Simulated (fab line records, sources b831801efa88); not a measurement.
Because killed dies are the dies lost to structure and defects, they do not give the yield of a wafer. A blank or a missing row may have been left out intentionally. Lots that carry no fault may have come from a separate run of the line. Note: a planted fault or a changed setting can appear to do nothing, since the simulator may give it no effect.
Struck lot and sound lot, side by side    flow sky130    35 out of 708 route steps
Sound: these wafers, L654.3, L654.4, L654.5. Wafers struck: L653.2, L653.5, L653.6. At the end, the cause is stated.
For every step that has rows: the tool of each side, followed by ch and its chambers, followed by its first start. Under that, the readings that differ: sound wafers    struck wafers    difference of the means    sigmas: that difference in standard deviations of wafers without a fault.
alike: a reading whose means differ by less than 2 such deviations, as well as words and numbers matching on both sides. not compared: withheld readings; readings where some wafer has no value; bounds like >300 that might hide an equal value; numbers whose values overlap and for which the record gives no deviation.
Wherever a step has rows on one side only, a row that says differs or no value, or a row with sigmas, the two part there. Non-overlapping numbers with no deviation appear without sigmas and do not part them. A reading missing from all wafers of one side parts the sides only when that side holds two or more wafers.

SKY_SD_P_CD_MEAS_07: the cd target is 380 nm.
  struck on cd-sem-01, day 30 08:11; sound on cd-sem-01, day 30 18:04
  alike: cd-nm
SKY_SD_P_OVL_MEAS_08:
  struck on overlay-01, day 30 08:17; sound on overlay-01, day 30 18:09
  alike: SD_P_OVL
after that, 1 step had no rows for these wafers: SKY_SD_P_IMPLANT_09.
SKY_SD_P_STRIP_10: strips in O2/N2.
  sound on plasma-asher-03 ch 0,1, day 30 18:22; struck on plasma-asher-02 ch 0,1, day 30 08:28
  alike: chamber-pressure-mTorr, drypump-motor-current-A, o2-flow-sccm, oes-product-au, strip-time-to-endpoint-s
  not compared: rf-hours-counter-h
SKY_SD_P_TW_MEAS_11:
  struck on film-metro-02, day 30 08:35; sound on film-metro-04, day 30 18:26
  alike: SD_P_TW
then, 7 steps without rows for these wafers: SKY_RES_XHIGH_DEHYDRATE_00 (time 60 s); SKY_RES_XHIGH_HMDS_01 (prime time 60 s); SKY_RES_XHIGH_COAT_02 (resist thk 1140 nm); SKY_RES_XHIGH_SOFTBAKE_03 (time 60 s); SKY_RES_XHIGH_EXPOSE_04 (exposes mask URPM, target cd 1270 nm); SKY_RES_XHIGH_PEB_05; SKY_RES_XHIGH_DEVELOP_06 (develop time 60 s).
SKY_RES_XHIGH_IMPLANT_07:
  sound on implanter-02 ch 0, day 31 22:07; struck on implanter-03 ch 0, day 31 12:03
reading        sound                        struck                       difference  sigmas
dose-ions-cm2  3.602e+14 3.6e+14 3.598e+14  3.804e+14 3.8e+14 3.801e+14  +2.017e+13  +55
SKY_RES_XHIGH_STRIP_08: strips in O2/N2.
  sound on plasma-asher-03 ch 0,1, day 31 22:15; struck on plasma-asher-03 ch 0,1, day 31 12:11
  alike: chamber-pressure-mTorr, drypump-motor-current-A, o2-flow-sccm, oes-product-au, strip-time-to-endpoint-s
  not compared: rf-hours-counter-h
SKY_RES_XHIGH_TW_MEAS_09:
  struck on film-metro-03, day 31 12:17; sound on film-metro-04, day 31 22:20
  alike: RES_XHIGH_TW
then, 7 steps without rows for these wafers: SKY_SD_N_DEHYDRATE_00 (time 60 s); SKY_SD_N_HMDS_01 (prime time 60 s); SKY_SD_N_COAT_02 (resist thk 1140 nm); SKY_SD_N_SOFTBAKE_03 (time 60 s); SKY_SD_N_EXPOSE_04 (exposes mask NSDM, target cd 380 nm); SKY_SD_N_PEB_05; SKY_SD_N_DEVELOP_06 (develop time 60 s).
SKY_SD_N_CD_MEAS_07: the cd target is 380 nm.
  struck on cd-sem-02, day 32 15:14; sound on cd-sem-01, day 33 01:01
reading     sound              struck             difference  sigmas
cd-nm (nm)  384.9 385.1 385.7  378.0 377.8 377.9  -7.3        -3
SKY_SD_N_OVL_MEAS_08:
  struck on overlay-02, day 32 15:21; sound on overlay-02, day 33 01:07
  alike: SD_N_OVL
then, 2 steps without rows for these wafers: SKY_SD_N_IMPLANT_09; SKY_SD_N_IMPLANT_10.
SKY_SD_N_STRIP_11: strips in O2/N2.
  sound on plasma-asher-04 ch 0,1, day 33 01:28; struck on plasma-asher-04 ch 0,1, day 32 15:41
  alike: chamber-pressure-mTorr, drypump-motor-current-A, o2-flow-sccm, oes-product-au, strip-time-to-endpoint-s
  not compared: rf-hours-counter-h
SKY_SD_N_TW_MEAS_12:
  struck on film-metro-03, day 32 15:47; sound on film-metro-04, day 33 01:33
  alike: SD_N_TW
then, 1 step without rows for these wafers: SKY_SD_N_CLEAN_13 (cleans in SC1/SC2, time 150 s).
SKY_SD_N_RTA_14: time 2 s.
  sound on rtp-anneal-01 ch 0, day 33 01:40; struck on rtp-anneal-02 ch 0, day 32 15:54
  alike: lamp-power-pct, ramp-down-c-per-s, wafer_temp_C_max
SKY_SD_N_RS_MEAS_16: measurement is done with a four-point probe.
  struck on film-metro-04, day 32 16:05; sound on film-metro-03, day 33 01:52
  alike: SD_N_RS
SKY_SD_N_RS_MEAS_17: measurement is done with a four-point probe.
  struck on film-metro-04, day 32 16:12; sound on film-metro-03, day 33 01:59
  alike: SD_P_RS
SKY_SD_N_RS_MEAS_18: measurement is done with a four-point probe.
  struck on film-metro-04, day 32 16:19; sound on film-metro-03, day 33 02:06
reading                sound              struck             difference  sigmas
RES_XHIGH_RS (ohm/sq)  332.3 330.6 331.5  319.7 318.7 319.3  -12.2       -8
then, 1 step without rows for these wafers: SKY_SALICIDE_CLEAN_00 (cleans in HF-last, time 30 s).
-- the record jumps here: 16 days lie between the struck wafers' starts before and after (it left off in module SALICIDE and takes up again in module PAD_OPEN, whose first step shown is number 708 of the route) --
SKY_PAD_OPEN_PROBE_99:
  struck on prober-01, day 49 03:49; sound on prober-02, day 49 10:23
reading                               sound           struck          difference  sigmas
killed-at-other                       0 0 0           1 2 1           +1          +2
model.etest.res-xhigh-po.line-ohm-um  6261 6287 5752  5051 5083 4954  -1071       
model.etest.res-xhigh-po.rs-ohm-sq    2166 2161 2036  1776 1773 1760  -351        
  alike: killed_at_M0_to_M3, killed_at_M4_up, killed-at-contacts, killed-at-front-end, killed-dies, killed-open, killed-short

== WHERE THEY PART ==
Earliest at SKY_RES_XHIGH_IMPLANT_07; latest, in this record, at SKY_PAD_OPEN_PROBE_99.

WHY: whatever the simulator had introduced
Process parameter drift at SKY_RES_XHIGH_IMPLANT_07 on implanter-03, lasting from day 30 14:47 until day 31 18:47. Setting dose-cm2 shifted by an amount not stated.
